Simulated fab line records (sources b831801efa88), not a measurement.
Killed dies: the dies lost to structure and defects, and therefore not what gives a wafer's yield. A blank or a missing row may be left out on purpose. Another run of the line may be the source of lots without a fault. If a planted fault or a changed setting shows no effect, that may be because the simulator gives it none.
2 desks looking at one fault ; flow sky130 ; each desk has only its own numbers; what lay behind them comes last

== TOOL OWNER'S DESK, lpcvd-01 ==
The tool's own readings at SKY_POLY_GATE_CVD_00 (deposits poly-Si, target thk 180 nm, time 720 s): means of the sampled wafers that have a number, for each lot that ran on this tool. Any lot whose mean is over 4 standard deviations away from the usual mean is out of limits and marked OUT; that distance is given in the brackets. 7 of its 8 readings are shown: the first one out of limits and those lying furthest out on some lot.
Columns: A = spike-tc-centre-C at SKY_POLY_GATE_CVD_00, usual 620.4 C; B = spike-tc-top-C at SKY_POLY_GATE_CVD_00, usual 640.7 C; C = spike-tc-upper-C at SKY_POLY_GATE_CVD_00, usual 620.7 C; D = zone-power-centre-pct at SKY_POLY_GATE_CVD_00, usual 8.91 %; E = zone-power-lower-pct at SKY_POLY_GATE_CVD_00, usual 8.70 %; F = zone-power-top-pct at SKY_POLY_GATE_CVD_00, usual 20.9 %; G = zone-power-upper-pct at SKY_POLY_GATE_CVD_00, usual 10.6 %
lot;first seen here;A;B;C;D;E;F;G
L167;day 14 16:19;620.8;639.8;620.0;8.65;8.94;19.9;11.1
L169;day 15 04:50;620.8;639.1;621.0;8.70;8.85;19.9;11.0
L171;day 16 02:08;629.6 (+6.5) OUT;651.6 (+5.4) OUT;554.3 (-66) OUT;13.76 (+16) OUT;8.14;27.4 (+5.4) OUT;0.0 (-20) OUT
L172;day 16 02:08;628.2 (+5.5) OUT;654.7 (+7.0) OUT;555.0 (-66) OUT;14.81 (+20) OUT;7.77 (-4.0) OUT;30.7 (+8.2) OUT;0.0 (-20) OUT
L173;day 16 15:26;628.9 (+6.1) OUT;654.9 (+7.1) OUT;554.2 (-67) OUT;14.81 (+20) OUT;7.76 (-4.1) OUT;30.6 (+8.1) OUT;0.0 (-20) OUT
L181;day 19 07:32;621.4;639.4;620.7;8.64;8.95;20.0;11.1
L183;day 20 12:07;619.4;641.8;620.2;9.21;8.43;22.1;9.9
L184;day 20 12:07;620.7;642.2;621.1;9.24;8.40;22.5;10.0
L185;day 20 21:29;619.2;642.9;621.5;9.20;8.34;22.2;10.0
L186;day 20 22:48;619.6;642.8;620.7;9.24;8.45;22.3;9.9
L189;day 22 03:56;618.9;642.7;620.7;9.26;8.40;22.1;9.9
This desk finds L171, L172, L173 out of limits, L171 being first, at day 16 02:08 (spike-tc-centre-C at SKY_POLY_GATE_CVD_00). Within limits: L167, L169, L181, L183, L184, L185, L186, L189.

== METROLOGY DESK ==
Lot by lot, what the gauges showed, no matter which tool ran the lot: averages of those sampled wafers that carry a number. Any lot whose mean is over 4 standard deviations away from the usual mean is out of limits and marked OUT; that distance is given in the brackets.
Columns: A = VT_ADJUST_HVTR_OVL at SKY_VT_ADJUST_HVTR_OVL_MEAS_08, usual -0.3 nm; B = SONOS_ONO_OVL at SKY_SONOS_ONO_OVL_MEAS_14, usual 1.1 nm; C = POLY_GATE_CVD_00_THK at SKY_POLY_GATE_THK_MEAS_01, usual 179.3 nm; D = POLY_GATE_OVL at SKY_POLY_GATE_OVL_MEAS_14, usual -1 nm
lot;first seen here;A;B;C;D
L167;day 9 20:03;-0.5;0.5;177.4;-12
L169;day 10 11:58;0.4;-0.2;179.9;-6
L171;day 11 03:56;0.9;-0.8;94.5 (-57) OUT;-3
L172;day 11 09:16;-1.7;3.0;142.0 (-25) OUT;1
L173;day 11 17:35;2.3;1.8;100.2 (-53) OUT;-9
L181;day 14 03:38;-0.5;3.3;179.2;5
L183;day 15 00:31;-3.1;-0.6;179.0;1
L184;day 15 02:34;-1.1;0.6;182.4;-0
L185;day 15 15:49;-0.5;-0.6;179.5;1
L186;day 15 16:26;-2.0;1.1;180.1;6
L189;day 16 13:32;-1.1;-2.5;179.8;-4
This desk reports L171, L172, L173 out of limits; the earliest was L172 at day 16 03:20 (POLY_GATE_CVD_00_THK at SKY_POLY_GATE_THK_MEAS_01). Within limits: L167, L169, L181, L183, L184, L185, L186, L189.

== PUT TOGETHER ==
At day 16 02:08, on L171, L172, L173, the tool owner's desk was in a position to raise an alarm.
The metrology desk could have raised an alarm at day 16 03:20, on L171, L172, L173.
SKY_POLY_GATE_CVD_00 was run on lpcvd-01 by each of the lots named.

== WHAT THE SIMULATOR HAD PUT IN ==
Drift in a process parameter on lpcvd-01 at SKY_POLY_GATE_CVD_00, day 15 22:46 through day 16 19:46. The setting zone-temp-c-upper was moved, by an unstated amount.
Struck lots among those shown: L171, L172, L173.
Delay (hours) between the fault's onset and each desk's first out-of-limits reading: 3 at the tool owner's desk, 5 at the metrology desk.
